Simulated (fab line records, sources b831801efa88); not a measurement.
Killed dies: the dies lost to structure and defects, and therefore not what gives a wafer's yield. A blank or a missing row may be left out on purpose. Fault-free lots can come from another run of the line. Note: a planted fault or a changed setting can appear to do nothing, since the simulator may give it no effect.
Split-lot study    flow gf180mcu    on a route of 602 steps: 5 lots, 23 wafers read

== SPLIT DETAILS ==
At GF_V4_CMP_04 (polishes SiO2), the setting leave above ref nm was moved away from the recipe's 632.5 nm on 8 of the 23 wafers read, by -7.1% to +6.8%. For the rest of the wafers, this setting stayed at what the recipe calls for.

== FROM THE SPLIT TO THE READING: what the file shows between them, 4 steps ==
- GF_V4_PEB_12: peb time 90 s (also split here: peb temp c)
- GF_V4_DEVELOP_13: develop time 60 s
- GF_V4_CD_MEAS_14: target cd 260 nm
- GF_V4_ETCH_16: etches BARC in N2/H2

== THE READING ==
oes product au, in a.u., at GF_V4_ETCH_17 (etches SiO2 in C4F8/O2/Ar, stops on TiN, target depth 630 nm). Fault-free wafers of this fab line usually give 0.856 a.u., standard deviation 0.0043 a.u.

wafer   tool, chamber at the split  leave above ref nm as run, nm  against the recipe  oes product au, a.u.  against lot-mates on the recipe
L077.2  cmp-01, 1                   632.5                          recipe              0.851                 -
L077.3  cmp-01, 3                   663.2                          +4.9%               0.876                 +0.021
L077.4  cmp-01, 2                   632.5                          recipe              0.860                 -
L077.5  cmp-01, 0                   663.2                          +4.9%               0.880                 +0.025
L077.6  cmp-01, 1                   663.2                          +4.9%               0.884                 +0.029
L076.1  cmp-01, 2                   632.5                          recipe              0.857                 -
L076.2  cmp-01, 3                   675.6                          +6.8%               0.881                 +0.022
L076.3  cmp-01, 1                   675.6                          +6.8%               0.891                 +0.032
L076.5  cmp-01, 1                   675.6                          +6.8%               0.879                 +0.020
L076.6  cmp-01, 0                   632.5                          recipe              0.860                 -
L081.2  cmp-02, 1                   632.5                          recipe              0.856                 -
L081.3  cmp-02, 0                   632.5                          recipe              0.861                 -
L081.4  cmp-02, 2                   632.5                          recipe              0.850                 -
L080.2  cmp-01, 1,2                 632.5                          recipe              0.848                 -
L080.3  cmp-01, 1,2                 632.5                          recipe              0.851                 -
L080.4  cmp-01, 0                   632.5                          recipe              0.853                 -
L080.5  cmp-01, 3                   632.5                          recipe              0.859                 -
L080.6  cmp-01, 0                   632.5                          recipe              0.858                 -
L083.2  cmp-02, 0                   632.5                          recipe              0.859                 -
L083.3  cmp-02, 1                   587.6                          -7.1%               0.832                 -0.025
L083.4  cmp-02, 2                   632.5                          recipe              0.858                 -
L083.5  cmp-02, 2                   632.5                          recipe              0.855                 -
L083.6  cmp-02, 1                   587.6                          -7.1%               0.823                 -0.034
When a row names more than one chamber, that row covers several wafers, and the file does not tell which wafer ran in which chamber.

THE FIT
A straight line over all 23 wafers: oes product au changes by +0.00423 a.u. for each +1% of leave above ref nm; r = +0.96; the points scatter about the line by 0.0046 a.u.
The same after taking each lot's own level away (the mean of its wafers on the recipe; 23 wafers): +0.00416 a.u. for each +1%; r = +0.96; scatter 0.0046 a.u.
That fit puts the effect of the largest move of leave above ref nm on the reading at 0.03 a.u.
The span of the lots' own levels, 0.8538 to 0.8585 a.u., comes to 1.1 times the standard deviation stated above.
The two slopes agree, so the slope changes little with the lot-to-lot level.
Check: with one of the wafers moved furthest among these (-7.1%) left out of the fit, the line predicts -0.0308 a.u. for it against its lot-mates. It came out at -0.0253 a.u. against them.

== THESE WAFERS: OTHER SPLITS ==
These wafers also went through other splits before the reading. Each is held against what the fit with the lots' levels taken away leaves over:
other split on the same wafers  wafers away from the commonest value  r with oes product au (lot level and that fit taken away)
GF_V3_CVD_00 sih4 flow sccm     10                                    -0.23
GF_V3_CVD_23 temp c             10                                    +0.10
GF_V4_PEB_12 peb temp c         9                                     -0.04

== THE WHOLE CHAIN: every reading that the file lists as answering this split, in the file's order ==
step           what it does                                                  reading                                                                    change (the file's fit)                    r (the file's)
GF_V4_CMP_04   polishes SiO2                                                 SiO2_of_V4_CVD_02.thk nm (the simulator's own value, which no gauge read)  +6.25 nm for each +1% of the setting       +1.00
GF_V4_ETCH_17  etches SiO2 in C4F8/O2/Ar, stops on TiN, target depth 630 nm  oes product au                                                             +0.00413 a.u. for each +1% of the setting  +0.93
GF_V4_ETCH_17  etches SiO2 in C4F8/O2/Ar, stops on TiN, target depth 630 nm  V4.feature depth nm (the simulator's own value, which no gauge read)       +6.25 nm for each +1% of the setting       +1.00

== THE FILE'S OWN FIT ==
oes product au changes by +0.00413 a.u. for each +1% of leave above ref nm, r = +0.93.
